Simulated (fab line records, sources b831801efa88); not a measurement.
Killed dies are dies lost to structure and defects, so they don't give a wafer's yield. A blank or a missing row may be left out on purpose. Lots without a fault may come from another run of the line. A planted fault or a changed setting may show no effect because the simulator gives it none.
Problem report in the 8D (eight disciplines) form, filled by code | flow sky130 | the parts of the form that need people (team, actions taken, sign-off) are left out

1. THE PROBLEM
NWELL_RS at SKY_NWELL_RS_MEAS_29 reads a mean of 640.5 ohm/sq on 6 wafers of 2 lots; wafers without a fault read 624.6 ohm/sq with a standard deviation of 1.9. That is +8.4 standard deviations from the usual mean.
The step: measures by four-point-probe.
First seen on wafer L308.1, day 9 14:17, on film_metro-03. The record holds 36 wafers of 12 lots with a number at this step. Rule for "out", or "out of limits": more than 4 standard deviations from the usual mean. The other wafers with a number count as sound.

2. WHAT IT IS AND WHAT IT IS NOT
question                    | is                           | is not
which readings at this step | NWELL_RS                     | -
which lots                  | L308, L310                   | L292, L294, L295, L297, L298, L299, L300, L311, L313, L314
which wafers of those lots  | all that have a number       | -
read on which gauges        | film_metro-03, film_metro-04 | film_metro-01
when                        | from day 9 14:17             | up to then (21 sound wafers); but 9 sound wafers of L311, L313, L314 came after

3. SUSPECTS, AND WHAT RULES EACH OUT
Counting: a tool at a process step up to the reading stays a suspect if it ran every lot that is out and no sound lot after the first of them.
- the gauge at SKY_NWELL_RS_MEAS_29: ruled out. The wafers that are out were read on 2 gauges (film_metro-03, film_metro-04).
- implanter-03 at SKY_NWELL_IMPLANT_11: kept. It ran every lot that is out, first L308 (day 8 15:47), and no sound lot after that; its last sound lot up to then is L300 (day 6 15:58). Its own readings are out on those wafers: beam_energy_keV.
Left after counting: implanter-03 at SKY_NWELL_IMPLANT_11.

4. THE CAUSE (what the simulator had put in)
Process parameter drift: implanter-03, from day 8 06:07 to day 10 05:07, at SKY_NWELL_IMPLANT_11. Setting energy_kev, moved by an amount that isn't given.
Counting left only this tool.

5. THE CHAIN OF EFFECTS, in route order
Each row: a reading whose mean over the struck wafers that have a number lies more than 3 standard deviations from the usual. Only readings for which the record gives a usual standard deviation are gone through. hours: the time from each lot's start at the first step in this table that gives one to its start at this step, as a median over the lots. sigmas: the change in usual standard deviations.
hours | step                 | reading         | usual        | on struck wafers | change | sigmas
0     | SKY_NWELL_IMPLANT_11 | beam_energy_keV | 400.01       | 363.67           | -36.34 | -99 or more
23    | SKY_NWELL_RS_MEAS_29 | NWELL_RS        | 624.6 ohm/sq | 640.5            | +15.9  | +8.4
The process steps in it:
- SKY_NWELL_IMPLANT_11
Later measuring or inspecting steps at which every struck wafer that the step has a row for has a number for every such reading, and none has moved that far: SKY_VT_ADJUST_HVTP_TW_MEAS_11, SKY_VT_ADJUST_LVTN_OVL_MEAS_07.

6. WHAT WOULD HAVE CAUGHT IT SOONER
In this record the first reading out of limits at a measuring or inspecting step was taken at day 9 14:17, 32 hours after the fault began at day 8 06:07.
The tool's own readings at SKY_NWELL_IMPLANT_11 were out on every struck wafer that the step has a row for (beam_energy_keV): an alarm limit on them would have fired on the first of those.
All the lots that are out (2) had begun SKY_NWELL_IMPLANT_11 on implanter-03 by day 9 14:17. A hold on the tool at that time would have spared none of them.
